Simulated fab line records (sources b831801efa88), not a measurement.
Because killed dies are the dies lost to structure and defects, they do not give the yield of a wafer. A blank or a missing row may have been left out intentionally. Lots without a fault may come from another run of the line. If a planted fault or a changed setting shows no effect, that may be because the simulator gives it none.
The tool behind it: which one? || flow sky130 || Sampling: 11 lots, 33 wafers, 5 of 708 route steps

== WHAT THE GAUGES SHOWED, per wafer ==
No reading from a measuring or inspecting step in the record can be judged against a usual standard deviation.

== EACH LOT AND THE TOOL THAT RAN IT (in order: tool; ch and the chambers of the sampled wafers; start) ==
{"lot": "L260", "SKY_METAL4_STRIP_19": "plasma-asher-01 ch 0,1, day 41 17:17", "SKY_VIA4_ETCH_12": "rie-diel-02 ch 0,2, day 42 17:18", "SKY_METAL5_METAL_ETCH_15": "rie-metal-04 ch 0,1, day 43 18:08", "SKY_METAL5_STRIP_16": "plasma-asher-02 ch 0,1, day 43 18:23", "SKY_PAD_OPEN_PROBE_99": "-"}
{"lot": "L262", "SKY_METAL4_STRIP_19": "plasma-asher-04 ch 0,1, day 42 03:01", "SKY_VIA4_ETCH_12": "rie-diel-01 ch 0,1,3, day 43 02:33", "SKY_METAL5_METAL_ETCH_15": "rie-metal-02 ch 0,1, day 44 01:53", "SKY_METAL5_STRIP_16": "plasma-asher-02 ch 0,1, day 44 02:08", "SKY_PAD_OPEN_PROBE_99": "-"}
{"lot": "L266", "SKY_METAL4_STRIP_19": "plasma-asher-03 ch 0,1, day 43 08:46", "SKY_VIA4_ETCH_12": "rie-diel-03 ch 0,2, day 44 08:34", "SKY_METAL5_METAL_ETCH_15": "rie-metal-03 ch 0,1, day 45 07:32", "SKY_METAL5_STRIP_16": "plasma-asher-02 ch 0,1, day 45 07:47", "SKY_PAD_OPEN_PROBE_99": "-"}
{"lot": "L269", "SKY_METAL4_STRIP_19": "plasma-asher-03 ch 0,1, day 44 16:20", "SKY_VIA4_ETCH_12": "rie-diel-03 ch 0,1, day 45 15:34", "SKY_METAL5_METAL_ETCH_15": "rie-metal-02 ch 1, day 46 13:35", "SKY_METAL5_STRIP_16": "plasma-asher-03 ch 0,1, day 46 13:52", "SKY_PAD_OPEN_PROBE_99": "-"}
{"lot": "L270", "SKY_METAL4_STRIP_19": "plasma-asher-03 ch 0,1, day 45 05:35", "SKY_VIA4_ETCH_12": "rie-diel-02 ch 1,2,3, day 46 03:19", "SKY_METAL5_METAL_ETCH_15": "rie-metal-04 ch 1, day 47 00:56", "SKY_METAL5_STRIP_16": "plasma-asher-03 ch 0,1, day 47 01:20", "SKY_PAD_OPEN_PROBE_99": "prober-02, day 48 18:52"}
{"lot": "L277", "SKY_METAL4_STRIP_19": "plasma-asher-04 ch 0,1, day 46 16:19", "SKY_VIA4_ETCH_12": "rie-diel-02 ch 0,1,3, day 47 12:22", "SKY_METAL5_METAL_ETCH_15": "rie-metal-03 ch 0,1, day 48 09:29", "SKY_METAL5_STRIP_16": "plasma-asher-03 ch 0,1, day 48 09:43", "SKY_PAD_OPEN_PROBE_99": "-"}
{"lot": "L276", "SKY_METAL4_STRIP_19": "plasma-asher-01 ch 1, day 46 17:47", "SKY_VIA4_ETCH_12": "rie-diel-01 ch 2,3, day 47 14:39", "SKY_METAL5_METAL_ETCH_15": "rie-metal-04 ch 0,1, day 48 12:05", "SKY_METAL5_STRIP_16": "plasma-asher-03 ch 0, day 48 12:20", "SKY_PAD_OPEN_PROBE_99": "-"}
{"lot": "L279", "SKY_METAL4_STRIP_19": "plasma-asher-04 ch 1, day 47 00:32", "SKY_VIA4_ETCH_12": "rie-diel-03 ch 1,2,3, day 47 21:06", "SKY_METAL5_METAL_ETCH_15": "rie-metal-02 ch 0,1, day 48 17:38", "SKY_METAL5_STRIP_16": "plasma-asher-01 ch 0,1, day 48 17:52", "SKY_PAD_OPEN_PROBE_99": "-"}
{"lot": "L281", "SKY_METAL4_STRIP_19": "plasma-asher-03 ch 0,1, day 47 10:29", "SKY_VIA4_ETCH_12": "rie-diel-02 ch 0,2, day 48 07:13", "SKY_METAL5_METAL_ETCH_15": "rie-metal-02 ch 0,1, day 49 02:45", "SKY_METAL5_STRIP_16": "plasma-asher-03 ch 0,1, day 49 02:56", "SKY_PAD_OPEN_PROBE_99": "prober-01, day 50 16:10"}
{"lot": "L282", "SKY_METAL4_STRIP_19": "plasma-asher-01 ch 0,1, day 47 15:47", "SKY_VIA4_ETCH_12": "rie-diel-01 ch 0,1,2, day 48 11:19", "SKY_METAL5_METAL_ETCH_15": "rie-metal-04 ch 0,1, day 49 06:55", "SKY_METAL5_STRIP_16": "plasma-asher-02 ch 0,1, day 49 07:10", "SKY_PAD_OPEN_PROBE_99": "-"}
{"lot": "L283", "SKY_METAL4_STRIP_19": "plasma-asher-03 ch 0,1, day 47 16:41", "SKY_VIA4_ETCH_12": "rie-diel-02 ch 0,1, day 48 12:31", "SKY_METAL5_METAL_ETCH_15": "rie-metal-02 ch 0,1, day 49 08:44", "SKY_METAL5_STRIP_16": "plasma-asher-03 ch 0,1, day 49 08:58", "SKY_PAD_OPEN_PROBE_99": "-"}
- SKY_METAL4_STRIP_19: strips in O2/N2.
- SKY_VIA4_ETCH_12: etches SiO2 in C4F8/O2/Ar, stops on TiN, target depth 580 nm.
- SKY_METAL5_METAL_ETCH_15: etches the open film in Cl2/BCl3, stops on SiO2, target depth 1260 nm, time 252 s.
- SKY_METAL5_STRIP_16: strips in O2/N2.
- SKY_PAD_OPEN_PROBE_99

== AS READ BY THE TOOLS THEMSELVES (means over the sampled wafers that have a number; for cases with no such wafer, the mark the record gives instead) ==
SKY_METAL4_STRIP_19. Usual: chamber-pressure-mTorr 1500.3 mTorr, standard deviation 1.3; drypump-motor-current-A 5.7 A, standard deviation 0.53; oes-product-au 0.504 a.u., standard deviation 0.0053; strip-time-to-endpoint-s 6.57 s, standard deviation 0.07.
{"lot": "L260", "tool": "plasma-asher-01", "chamber-pressure-mTorr (mTorr)": 1500.1, "drypump-motor-current-A (A)": 5.5, "oes-product-au (a.u.)": 0.498, "strip-time-to-endpoint-s (s)": 6.64, "flag": ""}
{"lot": "L262", "tool": "plasma-asher-04", "chamber-pressure-mTorr (mTorr)": 1500.8, "drypump-motor-current-A (A)": 5.3, "oes-product-au (a.u.)": 0.506, "strip-time-to-endpoint-s (s)": 6.65, "flag": ""}
{"lot": "L266", "tool": "plasma-asher-03", "chamber-pressure-mTorr (mTorr)": 1500.5, "drypump-motor-current-A (A)": 5.8, "oes-product-au (a.u.)": 0.502, "strip-time-to-endpoint-s (s)": 6.58, "flag": ""}
{"lot": "L269", "tool": "plasma-asher-03", "chamber-pressure-mTorr (mTorr)": 1500.4, "drypump-motor-current-A (A)": 5.8, "oes-product-au (a.u.)": 0.501, "strip-time-to-endpoint-s (s)": 6.56, "flag": ""}
{"lot": "L270", "tool": "plasma-asher-03", "chamber-pressure-mTorr (mTorr)": 1500.1, "drypump-motor-current-A (A)": 5.8, "oes-product-au (a.u.)": 0.507, "strip-time-to-endpoint-s (s)": 6.55, "flag": ""}
{"lot": "L277", "tool": "plasma-asher-04", "chamber-pressure-mTorr (mTorr)": 1499.5, "drypump-motor-current-A (A)": 5.3, "oes-product-au (a.u.)": 0.504, "strip-time-to-endpoint-s (s)": 6.59, "flag": ""}
{"lot": "L276", "tool": "plasma-asher-01", "chamber-pressure-mTorr (mTorr)": 1499.6, "drypump-motor-current-A (A)": 5.0, "oes-product-au (a.u.)": 0.504, "strip-time-to-endpoint-s (s)": 6.53, "flag": ""}
{"lot": "L279", "tool": "plasma-asher-04", "chamber-pressure-mTorr (mTorr)": 1499.3, "drypump-motor-current-A (A)": 4.9, "oes-product-au (a.u.)": 0.502, "strip-time-to-endpoint-s (s)": 6.57, "flag": ""}
{"lot": "L281", "tool": "plasma-asher-03", "chamber-pressure-mTorr (mTorr)": 1500.1, "drypump-motor-current-A (A)": 5.8, "oes-product-au (a.u.)": 0.506, "strip-time-to-endpoint-s (s)": 6.66, "flag": ""}
{"lot": "L282", "tool": "plasma-asher-01", "chamber-pressure-mTorr (mTorr)": 1500.6, "drypump-motor-current-A (A)": 5.9, "oes-product-au (a.u.)": 0.509, "strip-time-to-endpoint-s (s)": 6.61, "flag": ""}
{"lot": "L283", "tool": "plasma-asher-03", "chamber-pressure-mTorr (mTorr)": 1499.6, "drypump-motor-current-A (A)": 5.8, "oes-product-au (a.u.)": 0.506, "strip-time-to-endpoint-s (s)": 6.56, "flag": ""}

SKY_VIA4_ETCH_12. Usual: 0.926 a.u. for oes-product-au, sd 0.0049.
{"lot": "L260", "tool": "rie-diel-02", "oes-product-au (a.u.)": 0.925, "flag": ""}
{"lot": "L262", "tool": "rie-diel-01", "oes-product-au (a.u.)": 0.922, "flag": ""}
{"lot": "L266", "tool": "rie-diel-03", "oes-product-au (a.u.)": 0.924, "flag": ""}
{"lot": "L269", "tool": "rie-diel-03", "oes-product-au (a.u.)": 0.926, "flag": ""}
{"lot": "L270", "tool": "rie-diel-02", "oes-product-au (a.u.)": 0.926, "flag": ""}
{"lot": "L277", "tool": "rie-diel-02", "oes-product-au (a.u.)": 0.925, "flag": ""}
{"lot": "L276", "tool": "rie-diel-01", "oes-product-au (a.u.)": 0.923, "flag": ""}
{"lot": "L279", "tool": "rie-diel-03", "oes-product-au (a.u.)": 0.927, "flag": ""}
{"lot": "L281", "tool": "rie-diel-02", "oes-product-au (a.u.)": 0.922, "flag": ""}
{"lot": "L282", "tool": "rie-diel-01", "oes-product-au (a.u.)": 0.930, "flag": ""}
{"lot": "L283", "tool": "rie-diel-02", "oes-product-au (a.u.)": 0.928, "flag": ""}

SKY_METAL5_METAL_ETCH_15. Usual: drypump-motor-current-A 5.8 A, standard deviation 0.41; oes-product-au 0.894 a.u., standard deviation 0.0051; throttle-valve-pct 22.265 %, standard deviation 0.01.
{"lot": "L260", "tool": "rie-metal-04", "drypump-motor-current-A (A)": 5.4, "oes-product-au (a.u.)": 0.891, "throttle-valve-pct (%)": 22.263, "flag": ""}
{"lot": "L262", "tool": "rie-metal-02", "drypump-motor-current-A (A)": 5.9, "oes-product-au (a.u.)": 0.894, "throttle-valve-pct (%)": 22.267, "flag": ""}
{"lot": "L266", "tool": "rie-metal-03", "drypump-motor-current-A (A)": 5.7, "oes-product-au (a.u.)": 0.892, "throttle-valve-pct (%)": 22.261, "flag": ""}
{"lot": "L269", "tool": "rie-metal-02", "drypump-motor-current-A (A)": 5.7, "oes-product-au (a.u.)": 0.893, "throttle-valve-pct (%)": 22.264, "flag": ""}
{"lot": "L270", "tool": "rie-metal-04", "drypump-motor-current-A (A)": 6.1, "oes-product-au (a.u.)": 0.892, "throttle-valve-pct (%)": 22.266, "flag": ""}
{"lot": "L277", "tool": "rie-metal-03", "drypump-motor-current-A (A)": 5.7, "oes-product-au (a.u.)": 0.889, "throttle-valve-pct (%)": 22.273, "flag": ""}
{"lot": "L276", "tool": "rie-metal-04", "drypump-motor-current-A (A)": 5.7, "oes-product-au (a.u.)": 0.896, "throttle-valve-pct (%)": 22.264, "flag": ""}
{"lot": "L279", "tool": "rie-metal-02", "drypump-motor-current-A (A)": 6.2, "oes-product-au (a.u.)": 0.896, "throttle-valve-pct (%)": 22.265, "flag": ""}
{"lot": "L281", "tool": "rie-metal-02", "drypump-motor-current-A (A)": 6.2, "oes-product-au (a.u.)": 0.889, "throttle-valve-pct (%)": 22.260, "flag": ""}
{"lot": "L282", "tool": "rie-metal-04", "drypump-motor-current-A (A)": 5.3, "oes-product-au (a.u.)": 0.889, "throttle-valve-pct (%)": 22.268, "flag": ""}
{"lot": "L283", "tool": "rie-metal-02", "drypump-motor-current-A (A)": 6.2, "oes-product-au (a.u.)": 0.895, "throttle-valve-pct (%)": 22.269, "flag": ""}

SKY_METAL5_STRIP_16. Usual: chamber-pressure-mTorr 1500.0 mTorr, standard deviation 1.4; drypump-motor-current-A 5.8 A, standard deviation 0.47; oes-product-au 0.710 a.u., standard deviation 0.0047; strip-time-to-endpoint-s 13.11 s, standard deviation 0.11.
{"lot": "L260", "tool": "plasma-asher-02", "chamber-pressure-mTorr (mTorr)": 1499.3, "drypump-motor-current-A (A)": 5.8, "oes-product-au (a.u.)": 0.707, "strip-time-to-endpoint-s (s)": 13.03, "flag": ""}
{"lot": "L262", "tool": "plasma-asher-02", "chamber-pressure-mTorr (mTorr)": 1500.7, "drypump-motor-current-A (A)": 6.0, "oes-product-au (a.u.)": 0.711, "strip-time-to-endpoint-s (s)": 12.99, "flag": ""}
{"lot": "L266", "tool": "plasma-asher-02", "chamber-pressure-mTorr (mTorr)": 1498.6, "drypump-motor-current-A (A)": 6.1, "oes-product-au (a.u.)": 0.711, "strip-time-to-endpoint-s (s)": 13.19, "flag": ""}
{"lot": "L269", "tool": "plasma-asher-03", "chamber-pressure-mTorr (mTorr)": "-", "drypump-motor-current-A (A)": "-", "oes-product-au (a.u.)": "-", "strip-time-to-endpoint-s (s)": "-", "flag": "OFF"}
{"lot": "L270", "tool": "plasma-asher-03", "chamber-pressure-mTorr (mTorr)": "-", "drypump-motor-current-A (A)": "-", "oes-product-au (a.u.)": "-", "strip-time-to-endpoint-s (s)": "-", "flag": "OFF"}
{"lot": "L277", "tool": "plasma-asher-03", "chamber-pressure-mTorr (mTorr)": 1499.6, "drypump-motor-current-A (A)": 5.8, "oes-product-au (a.u.)": 0.712, "strip-time-to-endpoint-s (s)": 13.31, "flag": ""}
{"lot": "L276", "tool": "plasma-asher-03", "chamber-pressure-mTorr (mTorr)": 1498.9, "drypump-motor-current-A (A)": 5.9, "oes-product-au (a.u.)": 0.707, "strip-time-to-endpoint-s (s)": 13.01, "flag": ""}
{"lot": "L279", "tool": "plasma-asher-01", "chamber-pressure-mTorr (mTorr)": 1499.4, "drypump-motor-current-A (A)": 5.5, "oes-product-au (a.u.)": 0.709, "strip-time-to-endpoint-s (s)": 13.12, "flag": ""}
{"lot": "L281", "tool": "plasma-asher-03", "chamber-pressure-mTorr (mTorr)": 1499.5, "drypump-motor-current-A (A)": 5.8, "oes-product-au (a.u.)": 0.707, "strip-time-to-endpoint-s (s)": 13.06, "flag": ""}
{"lot": "L282", "tool": "plasma-asher-02", "chamber-pressure-mTorr (mTorr)": 1499.8, "drypump-motor-current-A (A)": 5.7, "oes-product-au (a.u.)": 0.709, "strip-time-to-endpoint-s (s)": 12.96, "flag": ""}
{"lot": "L283", "tool": "plasma-asher-03", "chamber-pressure-mTorr (mTorr)": 1500.2, "drypump-motor-current-A (A)": 5.7, "oes-product-au (a.u.)": 0.712, "strip-time-to-endpoint-s (s)": 13.12, "flag": ""}

SKY_PAD_OPEN_PROBE_99. Usual: defect-limited-yield 82.4 %, standard deviation 1.7; killed_at_M0_to_M3 44, standard deviation 6.9; killed_at_M4_up 3.3, standard deviation 1.7; killed-at-contacts 24, standard deviation 4.7; killed-at-front-end 15, standard deviation 4.5; killed-at-other 0.2, standard deviation 0.49; killed-dies 86, standard deviation 8.4; killed-open 47, standard deviation 6.5; killed-short 39, standard deviation 6; sort_bin_3_pad_short 0.9 %, standard deviation 0.4; sort_bin_5_function 10.4 %, standard deviation 1.5; sort_bin_6_memory 6.3 %, standard deviation 1; sort-n-pass 406, standard deviation 8.4; sort-yield-pct 82.4 %, standard deviation 1.7.
{"lot": "L270", "tool": "prober-02", "defect-limited-yield (%)": 83.8, "killed_at_M0_to_M3": 38, "killed_at_M4_up": 2.3, "killed-at-contacts": 27, "killed-at-front-end": 12, "killed-at-other": 0.3, "killed-dies": 80, "killed-open": 48, "killed-short": 32, "sort_bin_3_pad_short (%)": 0.8, "sort_bin_5_function (%)": 9.4, "sort_bin_6_memory (%)": 6.0, "sort-n-pass": 412, "sort-yield-pct (%)": 83.8, "flag": ""}
{"lot": "L281", "tool": "prober-01", "defect-limited-yield (%)": 83.0, "killed_at_M0_to_M3": 37, "killed_at_M4_up": 4.0, "killed-at-contacts": 23, "killed-at-front-end": 19, "killed-at-other": 0.3, "killed-dies": 84, "killed-open": 44, "killed-short": 39, "sort_bin_3_pad_short (%)": 0.9, "sort_bin_5_function (%)": 10.0, "sort_bin_6_memory (%)": 6.2, "sort-n-pass": 408, "sort-yield-pct (%)": 83.0, "flag": ""}

== THE ANSWER, worked out from the rows above alone ==
Rule: lot off if the mean of its wafers having a number is beyond 3 standard deviations from the usual mean. A lot without any number at a reading at which 4 lots or more have one is off too. Any other lot the step has rows for is counted as sound. Order of review: gauges by route order, followed by the tools' own readings, for which a lot's mean as printed above is used. The first step at which some lot is off is used, and at that step the reading that is off furthest; a lot without a number counts as furthest.
Off, at SKY_METAL5_STRIP_16 on chamber-pressure-mTorr: L269, L270. Without a number there: L269, L270.
If a tool, at that step or one of the process steps before it, ran each lot that is off and ran no sound lot following the first of them, it fits. Of those tried, none fits.

== WHAT WAS PUT IN BY THE SIMULATOR ==
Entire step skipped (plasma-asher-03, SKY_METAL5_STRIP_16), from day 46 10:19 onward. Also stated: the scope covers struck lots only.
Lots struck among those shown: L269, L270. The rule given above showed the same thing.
